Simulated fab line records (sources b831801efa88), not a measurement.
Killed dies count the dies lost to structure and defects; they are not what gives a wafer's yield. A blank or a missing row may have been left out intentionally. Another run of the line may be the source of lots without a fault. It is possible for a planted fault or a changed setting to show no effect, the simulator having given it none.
One fault seen from 2 desks :: flow gf180mcu :: what lay behind the numbers comes last; until then each desk has only its own

== FROM THE METROLOGY DESK ==
Means of the sampled wafers that have a number, per lot and without regard to the tool the lot ran on: this is what the gauges read. If a lot's mean is further than 4 standard deviations from the usual mean, the lot is out of limits and carries the mark OUT (the distance appears in the brackets).
Columns: A = cdNm at GF_V5_CD_MEAS_14, usual 260.0 nm; B = TOP_METAL_ALCU_RS at GF_TOP_METAL_RS_MEAS_05, usual 0.0330 ohm/sq; C = PASSIVATION_BOW at GF_PASSIVATION_BOW_MEAS_14, usual 135 um
lot: L293
first seen here: day 27 04:43
A: 259.7
B: 0.0329
C: 136

lot: L296
first seen here: day 28 05:26
A: 258.5
B: 0.0328
C: 135

lot: L297
first seen here: day 28 12:42
A: 260.2
B: 0.0327
C: 133

lot: L298
first seen here: day 28 23:20
A: 261.4
B: 0.0330
C: 128

lot: L300
first seen here: day 29 13:46
A: 259.7
B: 0.0328
C: 135

lot: L301
first seen here: day 30 00:55
A: 261.3
B: 0.0330
C: 132

lot: L302
first seen here: day 30 08:22
A: 257.7
B: 0.0332
C: 136

lot: L307
first seen here: day 31 12:35
A: 260.2
B: 0.0330
C: 135

lot: L308
first seen here: day 31 17:57
A: 260.9
B: 0.0326
C: 125

lot: L309
first seen here: day 32 00:05
A: 259.3
B: 0.0329
C: 131

lot: L310
first seen here: day 32 02:50
A: 260.5
B: 0.0323
C: 131

lot: L314
first seen here: day 33 13:32
A: 261.2
B: 0.0325
C: 145

lot: L315
first seen here: day 33 14:47
A: 257.5
B: 0.0329
C: 153
Result from this desk: across the 13 lots, nothing is out of limits.

== AT THE TOOL OWNER'S DESK: pvdSputter-04 ==
The tool's own readings at GF_MIM_SPUTTER_04 (material TiN, target thk 50 nm, time 41.7 s): means of the sampled wafers that have a number, for each lot that ran on this tool. If a lot's mean is further than 4 standard deviations from the usual mean, the lot is out of limits and carries the mark OUT (the distance appears in the brackets).
Columns: A = throttleValvePct at GF_MIM_SPUTTER_04, usual 30.1 %
lot: L296
first seen here: day 25 14:56
A: 30.1

lot: L298
first seen here: day 26 10:10
A: 29.0

lot: L300
first seen here: day 27 00:59
A: 29.4

lot: L302
first seen here: day 27 20:41
A: 29.8
Result from this desk: across the 4 lots, nothing is out of limits.

== BROUGHT TOGETHER ==
At the metrology desk, nothing out of limits was observed.
The tool owner's desk saw nothing out of limits.

== WHAT THE SIMULATOR HAD PUT IN ==
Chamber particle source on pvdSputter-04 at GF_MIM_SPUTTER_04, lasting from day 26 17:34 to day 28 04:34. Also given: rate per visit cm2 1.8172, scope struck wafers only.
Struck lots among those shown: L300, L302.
